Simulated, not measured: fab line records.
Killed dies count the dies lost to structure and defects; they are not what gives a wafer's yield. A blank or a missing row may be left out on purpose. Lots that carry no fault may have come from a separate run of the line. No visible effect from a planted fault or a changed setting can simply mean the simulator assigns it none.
fab line records	flow sky130
record lots=11	wafers=33	lastDay=50
route steps=708 shown LI_CONTACT@376 CONTACT@406 PAD_OPEN@708
lots with no fault: from the same line, run without faults
startH: start of the lot's first displayed wafer, in hours after the record's first day	waitH: hours elapsed since this lot's preceding step	" the same as in the row above	L1.1+2: one row covering several wafers at once	- either no value or no given start	* or withheld: withheld	< > ~ a bound
route shown NAME@n: a module of which the file shows steps, and the number in the route of the first	usual: the fault-free wafers' mean and standard deviation	same: alike in all rows	chamber/n: place in a boat	sites: readings site by site	_std_site: the standard deviation of these	_edge_site: mean of outer sites minus mean of inner sites	radiusMm: for every site, how far away it sits from the centre of the wafer	mask NAME#n: copy n	behind: the last tool/chamber to shape the wafer	hold: why the lot was held/for how many hours/how that ended	device: the n, p or np transistor that did not switch	end of line: the same wafers' tests at the end of the route	a step without rows: its recipe alone	killed: count of dies lost to structure and defects at first sort (not the wafer's yield)	map: the dies of a wafer, with x for killed, . for not killed, _ for no die there
set.NAME: the run value of the setting; set.NAME@STEP: its run value at that earlier step	model.NAME: the simulator's own value behind a step, which no gauge read
the route's steps for a sample of lots (tables are steps, rows are wafers)
services: a tool's chamber out of use, with start hour (startH, from the record's first day; less than 0 if before it), hours out, and reason
## steps
# step SKY_LI_CONTACT_ETCH_14
# recipe chemistry=N2/H2	target=BARC	ionEnergyEv=200	sourceW=500	biasW=100	pressureMtorr=30	n2FlowSccm=100	h2FlowSccm=200	stopOn=SiO2	timeS=45.9	targetDepthA=600
# usual drypumpMotorCurrentA=5.84/0.29	n2FlowSccm=100.0/0.31	oesProductAu=0.855/0.0045	throttleValvePct=13.226/0.0089
lot.wafer	tool	chamber	startH	waitH	drypumpMotorCurrentA	n2FlowSccm	oesProductAu	rfHoursCounterH	throttleValvePct
L753.1	rieDiel-03	0	671.74	0.0	5.97	99.7	0.856	7	13.218
L753.2	"	1	"	"	5.58	99.8	0.855	3	13.227
L753.5	"	0	"	"	5.99	99.6	0.851	-	13.211
L754.1	rieDiel-03	2	674.65	0.0	5.32	100.1	0.855	17	13.230
L754.4	"	1	"	"	5.57	100.6	0.854	4	13.224
L754.5	"	3	"	"	5.76	100.2	0.854	-	13.210
L756.1	rieDiel-01	2	707.99	0.0	5.90	100.7	0.860	5	13.222
L756.4	"	1	"	"	6.24	100.4	0.856	7	13.231
L756.5	"	3	"	"	5.98	100.3	0.860	-	13.226
L758.2	rieDiel-04	0	723.60	0.0	6.15	99.6	0.849	35	13.232
L758.4	"	2	"	"	5.37	100.0	0.861	16	13.230
L758.5	"	0	"	"	6.13	100.2	0.849	-	13.245
L759.1	rieDiel-03	2	734.04	0.0	5.35	99.8	0.853	19	13.228
L759.4	"	0	"	"	6.00	100.2	0.859	8	13.235
L759.5	"	2	"	"	5.36	99.8	0.847	-	13.215
L760.3	rieDiel-04	3	741.69	0.0	5.61	100.7	0.854	5	13.244
L760.5	"	0	"	"	6.16	99.3	0.854	-	13.236
L760.6	"	1	"	"	6.19	99.5	0.858	-	13.229
L767.2	rieDiel-04	2	790.64	0.0	5.35	100.1	0.850	17	13.237
L767.3	"	3	"	"	5.63	100.4	0.859	6	13.213
L767.6	"	3	"	"	5.61	99.9	0.855	-	13.227
L771.2	rieDiel-01	3	826.94	0.0	6.00	100.2	0.851	17	13.222
L771.5	"	3	"	"	5.98	100.1	0.854	-	13.230
L771.6	"	1	"	"	6.22	99.9	0.848	-	13.217
L772.2	rieDiel-01	1	832.15	0.0	6.23	99.9	0.844	11	13.226
L772.3	"	0	"	"	5.61	99.9	0.859	10	13.226
L772.5	"	1	"	"	6.21	99.7	0.862	-	13.224
L774.1	rieDiel-01	0	844.04	0.0	5.60	99.8	0.849	11	13.221
L774.2	"	1	"	"	6.23	99.7	0.860	11	13.219
L774.3	"	3	"	"	6.03	100.2	0.857	18	13.241
L775.1	rieDiel-01	1	847.34	0.0	6.20	100.3	0.850	11	13.228
L775.3	"	3	"	"	6.02	99.8	0.862	18	13.234
L775.6	"	3	"	"	5.99	100.0	0.853	-	13.241
# step SKY_CONTACT_CVD_00
# recipe material=Si3N4	targetThkNm=75	tempC=400	timeS=withheld	rfW=450
# usual heaterPowerW=691/89	susceptorTempC=399.99/0.18
lot.wafer	tool	chamber	startH	waitH	heaterPowerW	susceptorTempC
L753.1	pecvd-03	1	701.65	0.0	806	399.94
L753.2	"	0	"	"	543	399.85
L753.5	"	0	"	"	559	400.00
L754.1	pecvd-02	2	704.49	0.0	761	400.22
L754.4	"	2	"	"	778	399.92
L754.5	"	0	"	"	768	399.95
L756.1	pecvd-03	2	737.61	0.0	688	400.20
L756.4	"	1	"	"	806	400.09
L756.5	"	0	"	"	583	399.93
L758.2	pecvd-02	1	753.90	0.0	637	400.07
L758.4	"	1	"	"	641	399.76
L758.5	"	0	"	"	795	399.77
L759.1	pecvd-01	2	764.05	0.0	751	400.01
L759.4	"	2	"	"	759	400.35
L759.5	"	1	"	"	618	399.65
L760.3	pecvd-03	0	771.60	0.0	596	399.85
L760.5	"	1	"	"	769	400.23
L760.6	"	0	"	"	596	400.01
L767.2	pecvd-02	2	819.53	0.0	748	400.17
L767.3	"	1	"	"	657	400.24
L767.6	"	1	"	"	694	399.82
L771.2	pecvd-01	2	854.55	0.0	694	399.69
L771.5	"	2	"	"	684	400.00
L771.6	"	1	"	"	502	399.60
L772.2	pecvd-01	2	860.34	0.0	663	399.80
L772.3	"	1	"	"	508	399.80
L772.5	"	0	"	"	695	400.29
L774.1	pecvd-03	2	871.70	0.0	671	400.04
L774.2	"	0	"	"	605	-
L774.3	"	1	"	"	819	400.05
L775.1	pecvd-01	1	876.16	0.0	586	399.95
L775.3	"	2	"	"	613	400.01
L775.6	"	0	"	"	733	399.88
# step SKY_CONTACT_THK_MEAS_01
# recipe reads=Si3N4_of_CONTACT_CVD_00
# usual CONTACT_CVD_00_THK=74.9/0.97
lot.wafer	tool	chamber	startH	waitH	CONTACT_CVD_00_THK[nm]
L753.1	filmMetro-01	-	701.68	-	73.7
L753.2	"	-	"	"	72.9
L753.5	"	-	"	"	74.2
L754.1	filmMetro-02	-	704.53	-	73.7
L754.4	"	-	"	"	76.2
L754.5	"	-	"	"	76.4
L756.1	filmMetro-03	-	737.64	-	74.9
L756.4	"	-	"	"	76.4
L756.5	"	-	"	"	76.3
L758.2	filmMetro-01	-	753.94	-	74.0
L758.4	"	-	"	"	76.1
L758.5	"	-	"	"	76.5
L759.1	filmMetro-01	-	764.08	-	74.0
L759.4	"	-	"	"	75.8
L759.5	"	-	"	"	75.0
L760.3	filmMetro-02	-	771.65	-	72.6
L760.5	"	-	"	"	74.3
L760.6	"	-	"	"	73.0
L767.2	filmMetro-02	-	819.57	-	74.0
L767.3	"	-	"	"	74.1
L767.6	"	-	"	"	75.2
L771.2	filmMetro-02	-	854.59	-	75.3
L771.5	"	-	"	"	76.2
L771.6	"	-	"	"	75.7
L772.2	filmMetro-03	-	860.38	-	74.5
L772.3	"	-	"	"	74.7
L772.5	"	-	"	"	75.5
L774.1	filmMetro-02	-	871.74	-	75.0
L774.2	"	-	"	"	66.1
L774.3	"	-	"	"	74.6
L775.1	filmMetro-02	-	876.19	-	74.3
L775.3	"	-	"	"	74.3
L775.6	"	-	"	"	75.3
# step SKY_CONTACT_CMP_04
# recipe material=SiO2	downForcePsi=4	platenRpm=60	padVelocityMS=0.94248
# usual edgeZonePressureFrac=1.000/0.0047	motorCurrentA=11.3/0.96
lot.wafer	tool	chamber	startH	waitH	edgeZonePressureFrac	motorCurrentA
L753.2	cmp-01	1	701.87	0.0	0.995	10.5
L753.1	"	3	"	"	0.999	12.3
L753.5	"	2	"	"	1.006	13.2
L754.1	cmp-01	3	704.76	0.1	1.002	12.3
L754.4	"	0	"	"	0.996	12.0
L754.5	"	2	"	"	0.999	12.3
L756.4	cmp-02	1	737.88	0.1	1.001	11.7
L756.1	"	3	"	"	1.013	11.4
L756.5	"	1	"	"	0.997	11.5
L758.2	cmp-02	3	754.25	0.2	1.000	11.8
L758.4	"	2	"	"	1.002	10.1
L758.5	"	3	"	"	0.996	11.6
L759.1	cmp-02	3	764.27	0.1	0.997	11.9
L759.4	"	2	"	"	1.007	9.9
L759.5	"	0	"	"	1.004	10.7
L760.3	cmp-01	2	771.92	0.1	1.007	13.1
L760.6	"	0	"	"	1.006	12.4
L760.5	"	1	"	"	0.996	11.0
L767.2	cmp-02	0	819.80	0.1	1.006	10.5
L767.3	"	1	"	"	1.007	11.6
L767.6	"	0	"	"	1.004	10.8
L771.2	cmp-02	2	855.04	0.3	1.001	9.7
L771.5	"	3	"	"	0.998	11.8
L771.6	"	0	"	"	1.002	11.0
L772.2	cmp-01	0	860.56	0.0	0.997	12.3
L772.3	"	1	"	"	0.998	10.3
L772.5	"	1	"	"	0.998	10.6
L774.3	cmp-02	1	871.93	0.0	0.993	11.4
L774.2	"	2	"	"	0.990	10.1
L774.1	"	0	"	"	0.996	11.0
L775.1	cmp-02	2	876.38	0.1	1.002	9.4
L775.3	"	1	"	"	1.000	11.4
L775.6	"	2	"	"	1.003	9.6
# step SKY_CONTACT_BOW_MEAS_05
# recipe mode=bow
# usual CONTACT_BOW=81/7
lot.wafer	tool	chamber	startH	waitH	CONTACT_BOW[um]
L753.1	filmMetro-03	-	702.17	0.1	86
L753.2	"	-	"	"	75
L753.5	"	-	"	"	72
L754.1	filmMetro-01	-	705.01	0.2	81
L754.4	"	-	"	"	70
L754.5	"	-	"	"	68
L756.1	filmMetro-03	-	738.13	0.1	78
L756.4	"	-	"	"	89
L756.5	"	-	"	"	77
L758.2	filmMetro-03	-	754.57	0.3	76
L758.4	"	-	"	"	81
L758.5	"	-	"	"	81
L759.1	filmMetro-02	-	764.57	0.2	76
L759.4	"	-	"	"	87
L759.5	"	-	"	"	81
L760.3	filmMetro-02	-	772.16	0.2	90
L760.5	"	-	"	"	73
L760.6	"	-	"	"	92
L767.2	filmMetro-03	-	820.07	0.2	76
L767.3	"	-	"	"	84
L767.6	"	-	"	"	79
L771.2	filmMetro-01	-	855.21	0.1	91
L771.5	"	-	"	"	76
L771.6	"	-	"	"	71
L772.2	filmMetro-02	-	860.88	0.3	85
L772.3	"	-	"	"	83
L772.5	"	-	"	"	79
L774.1	filmMetro-02	-	872.23	0.1	76
L774.2	"	-	"	"	81
L774.3	"	-	"	"	78
L775.1	filmMetro-02	-	876.68	0.2	70
L775.3	"	-	"	"	72
L775.6	"	-	"	"	73
# step SKY_CONTACT_ETCH_18
# recipe target=Si3N4	chemistry=CHF3/O2	stopOn=TiN	sourceW=600	biasW=200	pressureMtorr=40	chf3FlowSccm=50	O2_flow_sccm=5	timeS=39	targetDepthA=750
# usual drypumpMotorCurrentA=5.80/0.27	oesProductAu=0.854/0.0073	throttleValvePct=8.793/0.0087
lot.wafer	tool	chamber	startH	waitH	drypumpMotorCurrentA	oesProductAu	rfHoursCounterH	throttleValvePct
L753.1	rieDiel-02	3	-	-	6.00	0.853	18	8.791
L753.2	"	1	"	"	5.70	0.844	10	8.796
L753.5	"	0	"	"	5.46	0.847	-	8.784
L754.1	rieDiel-02	2	-	-	6.17	0.841	10	8.791
L754.4	"	1	"	"	5.70	0.862	10	8.804
L754.5	"	0	"	"	5.47	0.865	-	8.792
L756.1	rieDiel-03	3	-	-	5.77	0.846	6	8.793
L756.4	"	2	"	"	5.32	0.862	20	8.789
L756.5	"	3	"	"	5.75	0.863	-	8.788
L758.2	rieDiel-01	0	-	-	5.59	0.852	9	8.786
L758.4	"	1	"	"	6.21	0.868	9	8.786
L758.5	"	3	"	"	5.99	0.867	-	8.792
L759.1	rieDiel-02	3	-	-	6.01	0.841	20	8.791
L759.4	"	2	"	"	6.16	0.851	-	8.787
L759.5	"	0	"	"	5.45	0.853	-	8.790
L760.3	rieDiel-01	2	-	-	5.91	0.840	7	8.794
L760.5	"	0	"	"	5.60	0.853	-	8.777
L760.6	"	3	"	"	6.02	0.854	-	8.799
L767.2	rieDiel-03	1	-	-	5.55	0.847	9	8.798
L767.3	"	2	"	"	5.32	0.842	23	8.800
L767.6	"	3	"	"	5.75	0.854	-	8.787
L771.2	rieDiel-01	1	-	-	6.20	0.850	13	8.795
L771.5	"	2	"	"	5.90	0.866	-	8.801
L771.6	"	1	"	"	6.20	0.863	-	8.792
L772.2	rieDiel-01	0	-	-	5.61	0.846	13	8.795
L772.3	"	3	"	"	5.92	0.855	19	8.792
L772.5	"	3	"	"	5.92	0.848	-	8.800
L774.1	rieDiel-03	2	-	-	5.32	0.854	25	8.783
L774.2	"	0	"	"	5.99	0.803	14	8.773
L774.3	"	3	"	"	5.75	0.852	10	8.793
L775.1	rieDiel-02	0	-	-	5.45	0.852	10	8.791
L775.3	"	2	"	"	6.13	0.851	16	8.807
L775.6	"	2	"	"	6.12	0.857	-	8.796
# step SKY_PAD_OPEN_PROBE_99
# usual killed_at_M0_to_M3=44/6.9	killed_at_M4_up=3.3/1.8	killedAtContacts=24/5	killedAtFrontEnd=16/4.6	killedAtOther=0.2/0.42	killedDies=88/9.2	killedOpen=48/7.3	killedShort=40/6.5
# same grossDies=492	killedAtBackSide=0
lot.wafer	tool	chamber	startH	waitH	killed_at_M0_to_M3	killed_at_M4_up	killedAtContacts	killedAtFrontEnd	killedAtOther	killedDies	killedOpen	killedShort
L767.2	prober-01	-	1158.82	0.1	56	3	28	16	1	104	59	44
L767.3	prober-01	-	1158.87	0.2	42	6	28	19	0	95	47	47
L767.6	prober-01	-	1159.02	0.2	45	3	19	14	1	82	51	30
# killed by level:class
L767.2 VIA3:geometricParticle:open=12 LI_CONTACT:geometricParticle:open=10 VIA1:geometricParticle:open=9 CONTACT:geometricParticle:open=8 METAL2:geometricParticle:short=8 VIA2:geometricParticle:open=7 VIA3:geometricParticle:short=7 FIELD_ISO:geometricParticle:short=5
L767.3 CONTACT:geometricParticle:open=11 METAL1:geometricParticle:short=10 METAL2:geometricParticle:short=8 VIA1:geometricParticle:open=8 LI_CONTACT:geometricParticle:open=6 VIA3:geometricParticle:open=6 POLY_GATE:geometricParticle:short=4 LOCAL_INTERCONNECT:geometricParticle:short=4
L767.6 VIA1:geometricParticle:open=14 CONTACT:geometricParticle:open=10 VIA2:geometricParticle:open=8 FIELD_ISO:geometricParticle:short=7 CONTACT:geometricParticle:short=4 VIA3:geometricParticle:open=4 POLY_GATE:geometricParticle:open=3 METAL1:geometricParticle:open=3
## services
tool	chamber	startH	hours	kind
cmp-02	-	652.71	2.4	repair
cmp-02	-	654.71	0.5	repair
rieDiel-02	0	656.18	6.8	repair
pecvd-03	-	657.48	1.6	repair
pecvd-03	-	665.78	1.2	repair
rieDiel-02	0	676.72	12.1	repair
rieDiel-01	-	682.59	1.8	repair
cmp-01	-	684.58	8.1	pm
rieDiel-04	2	686.13	2.0	repair
pecvd-03	-	732.16	0.4	repair
cmp-02	-	744.23	4.0	pm
cmp-01	-	758.72	0.5	repair
pecvd-01	-	765.79	0.5	repair
cmp-01	-	782.97	0.9	repair
rieDiel-02	1	789.25	8.6	repair
rieDiel-03	-	806.87	0.6	repair
rieDiel-03	3	811.05	7.2	repair
pecvd-01	-	818.69	0.9	repair
rieDiel-01	2	822.98	55.5	repair
rieDiel-02	-	860.85	1.1	repair
cmp-01	-	880.53	0.4	repair
cmp-02	-	883.50	0.4	repair
rieDiel-03	2	883.51	2.9	repair
rieDiel-01	-	887.10	0.4	repair
## key
firstSign step=SKY_CONTACT_THK_MEAS_01	reading=CONTACT_CVD_00_THK	direction=down	sigmas=9.1	usual=74.9	struck=66.1
effect step=SKY_CONTACT_ETCH_18	reading=oesProductAu	direction=down	sigmas=7	usual=0.854	struck=0.803
metAt SKY_CONTACT_CVD_00
struckLots L774
struckWafers L774.2
testerLeftOut L774
notActingAt SKY_LI_CONTACT_ETCH_14,SKY_CONTACT_CMP_04,SKY_CONTACT_BOW_MEAS_05
onsetBetween 771.60 871.70
fault kind=processParameterDrift	tool=pecvd-03	chamber=0	onsetH=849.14	steps=SKY_CONTACT_CVD_00	channel=timeS	offset=withheld	shape=step	endH=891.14	actsIn=*
# testerLeftOut: of these lots the tester's yield and bins aren't shown, on N5 and GAA mostly nor the transistor test; their killed dies are dies lost to structure and defects alone, not to doping, threshold or leakage, so they don't give the yield
